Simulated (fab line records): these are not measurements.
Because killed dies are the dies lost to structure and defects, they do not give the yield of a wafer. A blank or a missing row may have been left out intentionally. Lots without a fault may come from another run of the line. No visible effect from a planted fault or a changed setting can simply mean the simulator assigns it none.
Which tool was responsible? + flow gf180mcu + Sampling: 14 lots, 42 wafers, 5 of 602 route steps

== WHAT THE GAUGES READ, wafer by wafer ==
GF_STI_THK_MEAS_02. Usual: STI_OXIDATION_THK typically reads 9.91 nm, with standard deviation 0.21.
| lot  | measured    | on           | STI_OXIDATION_THK (nm) | flag |
|------|-------------|--------------|------------------------|------|
| L143 | day 1 20:27 | filmMetro-03 | 9.97 10.09 9.99        |      |
| L145 | day 2 06:06 | filmMetro-01 | 9.92 9.97 9.92         |      |
| L144 | day 2 06:07 | filmMetro-03 | 9.87 9.94 9.95         |      |
| L149 | day 3 03:57 | filmMetro-04 | 10.07 10.09 10.06      |      |
| L150 | day 3 03:57 | filmMetro-01 | 10.37 10.38 10.25      |      |
| L151 | day 3 12:32 | filmMetro-04 | 10.11 10.34 10.13      |      |
| L152 | day 3 18:01 | filmMetro-03 | 10.04 9.98 10.03       |      |
| L153 | day 3 22:24 | filmMetro-01 | 9.94 9.80 9.82         |      |
| L155 | day 4 06:20 | filmMetro-03 | 9.79 9.92 9.72         |      |
| L159 | day 5 00:34 | filmMetro-03 | 9.57 9.51 9.58         |      |
| L160 | day 5 05:31 | filmMetro-04 | 9.97 10.12 10.16       |      |
| L162 | day 5 15:52 | filmMetro-01 | 9.99 9.94 9.92         |      |
| L163 | day 5 20:31 | filmMetro-03 | 10.00 10.18 10.03      |      |
| L164 | day 6 01:31 | filmMetro-01 | 10.10 10.12 10.25      |      |

GF_STI_CD_MEAS_12 targets a cd of 220 nm. Usual: cdNm reads 220.0 nm (standard deviation 1.1).
| lot  | measured    | on       | cdNm (nm)         | flag |
|------|-------------|----------|-------------------|------|
| L143 | day 2 08:58 | cdSem-01 | 219.7 220.1 220.0 |      |
| L145 | day 2 19:53 | cdSem-01 | 220.7 220.8 221.2 |      |
| L144 | day 2 19:44 | cdSem-02 | 219.5 220.6 219.6 |      |
| L149 | day 3 17:32 | cdSem-02 | 221.8 221.7 222.4 |      |
| L150 | day 3 17:48 | cdSem-01 | 220.0 219.1 218.4 |      |
| L151 | day 4 02:08 | cdSem-01 | 220.5 219.6 219.1 |      |
| L152 | day 4 07:50 | cdSem-01 | 218.8 218.1 219.0 |      |
| L153 | day 4 11:55 | cdSem-01 | 220.8 219.9 220.2 |      |
| L155 | day 4 21:52 | cdSem-01 | 220.3 220.6 221.2 |      |
| L159 | day 5 16:14 | cdSem-01 | 220.8 220.8 219.9 |      |
| L160 | day 5 21:44 | cdSem-02 | 335.0 336.6 334.1 | OFF  |
| L162 | day 6 08:37 | cdSem-01 | 333.1 333.3 334.1 | OFF  |
| L163 | day 6 13:46 | cdSem-01 | 219.9 221.0 218.9 |      |
| L164 | day 6 18:22 | cdSem-02 | 220.2 220.6 221.0 |      |

GF_LVPWELL_OVL_MEAS_07. Usual: LVPWELL_OVL typically reads 1.4 nm, with standard deviation 1.4.
| lot  | measured    | on         | LVPWELL_OVL (nm) | flag |
|------|-------------|------------|------------------|------|
| L143 | day 4 15:15 | overlay-02 | 1.7 0.5 2.0      |      |
| L145 | day 5 00:15 | overlay-01 | 1.0 0.4 0.8      |      |
| L144 | day 4 23:40 | overlay-02 | 1.1 -0.6 1.2     |      |
| L149 | day 5 22:23 | overlay-01 | 3.8 2.6 3.3      |      |
| L150 | day 5 22:23 | overlay-02 | 1.0 1.6 1.7      |      |
| L151 | day 6 01:35 | overlay-01 | -0.1 1.8 3.2     |      |
| L152 | day 6 07:15 | overlay-02 | 2.9 4.3 4.8      |      |
| L153 | day 6 12:43 | overlay-01 | -0.3 0.0 1.0     |      |
| L155 | day 6 22:48 | overlay-02 | 0.6 3.0 2.8      |      |
| L159 | day 7 19:10 | overlay-01 | 3.5 1.5 0.4      |      |
| L163 | day 8 17:30 | overlay-01 | 0.3 0.8 1.8      |      |
| L164 | day 8 21:33 | overlay-02 | 1.8 0.1 -0.2     |      |

GF_NSD_OVL_MEAS_08. Usual: NSD_OVL typically reads 0.2 nm, with standard deviation 1.2.
| lot  | measured     | on         | NSD_OVL (nm)   | flag |
|------|--------------|------------|----------------|------|
| L143 | day 14 09:28 | overlay-02 | -1.5 -1.2 -0.5 |      |
| L145 | day 14 18:43 | overlay-02 | -1.6 -1.1 0.2  |      |
| L144 | day 14 17:37 | overlay-01 | 0.6 -0.3 0.4   |      |
| L149 | day 16 09:52 | overlay-01 | 1.8 4.6 2.3    |      |
| L150 | day 16 00:55 | overlay-01 | -0.2 1.0 -0.1  |      |
| L151 | day 16 09:30 | overlay-01 | 1.3 0.7 -0.1   |      |
| L152 | day 16 18:15 | overlay-02 | 0.7 0.5 -0.1   |      |
| L153 | day 17 00:34 | overlay-01 | 0.5 0.6 2.1    |      |
| L155 | day 17 19:46 | overlay-01 | -1.9 -0.7 -2.0 |      |
| L159 | day 19 04:11 | overlay-02 | 2.4 1.2 1.7    |      |
| L163 | day 20 09:23 | overlay-01 | 2.4 0.1 0.7    |      |
| L164 | day 20 17:01 | overlay-01 | -0.7 -0.8 1.1  |      |

== WHAT TOOL EACH LOT RAN ON (gives the tool, then ch and the chambers of the sampled wafers, and finally the start) ==
| lot  | GF_STI_PEB_10                   |
|------|---------------------------------|
| L143 | lithoTrack-02 ch 0, day 2 08:38 |
| L145 | lithoTrack-01 ch 0, day 2 19:32 |
| L144 | lithoTrack-04 ch 0, day 2 19:25 |
| L149 | lithoTrack-01 ch 0, day 3 17:11 |
| L150 | lithoTrack-04 ch 0, day 3 17:27 |
| L151 | lithoTrack-02 ch 0, day 4 01:47 |
| L152 | lithoTrack-02 ch 0, day 4 07:29 |
| L153 | lithoTrack-04 ch 0, day 4 11:35 |
| L155 | lithoTrack-01 ch 0, day 4 21:31 |
| L159 | lithoTrack-02 ch 0, day 5 15:55 |
| L160 | lithoTrack-02 ch 0, day 5 21:23 |
| L162 | lithoTrack-02 ch 0, day 6 08:17 |
| L163 | lithoTrack-01 ch 0, day 6 13:25 |
| L164 | lithoTrack-01 ch 0, day 6 18:01 |
- GF_STI_PEB_10: peb time 90 s.

== AS READ BY THE TOOLS THEMSELVES (means over the sampled wafers that have a number; for cases with no such wafer, the mark the record gives instead) ==
GF_STI_PEB_10. Usual: heaterPowerTotalW 85.71 W, standard deviation 0.081; plateTempC 135.00 C, standard deviation 0.14.
| lot  | tool          | heaterPowerTotalW (W) | plateTempC (C) | flag |
|------|---------------|-----------------------|----------------|------|
| L143 | lithoTrack-02 | 85.67                 | 135.19         |      |
| L145 | lithoTrack-01 | 85.67                 | 134.83         |      |
| L144 | lithoTrack-04 | 85.70                 | 135.02         |      |
| L149 | lithoTrack-01 | 85.66                 | 135.14         |      |
| L150 | lithoTrack-04 | 85.61                 | 135.10         |      |
| L151 | lithoTrack-02 | 85.74                 | 134.98         |      |
| L152 | lithoTrack-02 | 85.66                 | 134.89         |      |
| L153 | lithoTrack-04 | 85.71                 | 135.05         |      |
| L155 | lithoTrack-01 | 85.82                 | 134.94         |      |
| L159 | lithoTrack-02 | 85.78                 | 135.16         |      |
| L160 | lithoTrack-02 | 71.42                 | 117.57         | OFF  |
| L162 | lithoTrack-02 | 71.29                 | 117.32         | OFF  |
| L163 | lithoTrack-01 | 85.61                 | 134.96         |      |
| L164 | lithoTrack-01 | 85.82                 | 134.75         |      |

== THE ANSWER, worked out from the rows above alone ==
Rule: lot off if the mean of its wafers having a number is beyond 3 standard deviations from the usual mean. Also off: a lot with no number at a reading for which 4 or more lots have one. Any other lot the step has rows for is counted as sound. After the gauges, taken in route order, come the tools' own readings; for these a lot's mean is taken, as printed above. The first step at which some lot is off is used, and at that step the reading that is off furthest; a lot without a number counts as furthest.
Off: L160, L162, at GF_STI_CD_MEAS_12 (cdNm).
If a tool, at a process step before that reading, ran all the lots that are off and no sound lot after the first of them, it fits. Not tried: the gauges at GF_STI_CD_MEAS_12; whatever is off there is also off at GF_STI_PEB_10, on other tools, and gauge error can't account for it. One fits: GF_STI_PEB_10 on lithoTrack-02. A fault onset in the window from L159 (day 5 15:55, its last sound lot) to L160 (day 5 21:23, its first lot off) fits.
The tool's own readings at GF_STI_PEB_10 bear it out: on the lots that are off they differ by more than 5 times the standard deviation of the sound lots' means. heaterPowerTotalW reads 71.36 W there against 85.70 W on the sound lots; plateTempC reads 117.44 C there against 135.00 C on the sound lots.

== WHAT HAD BEEN PUT IN BY THE SIMULATOR ==
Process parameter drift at GF_STI_PEB_10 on lithoTrack-02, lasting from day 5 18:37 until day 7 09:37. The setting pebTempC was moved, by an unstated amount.
Lots struck among those shown: L160, L162. The rule given above showed the same thing.
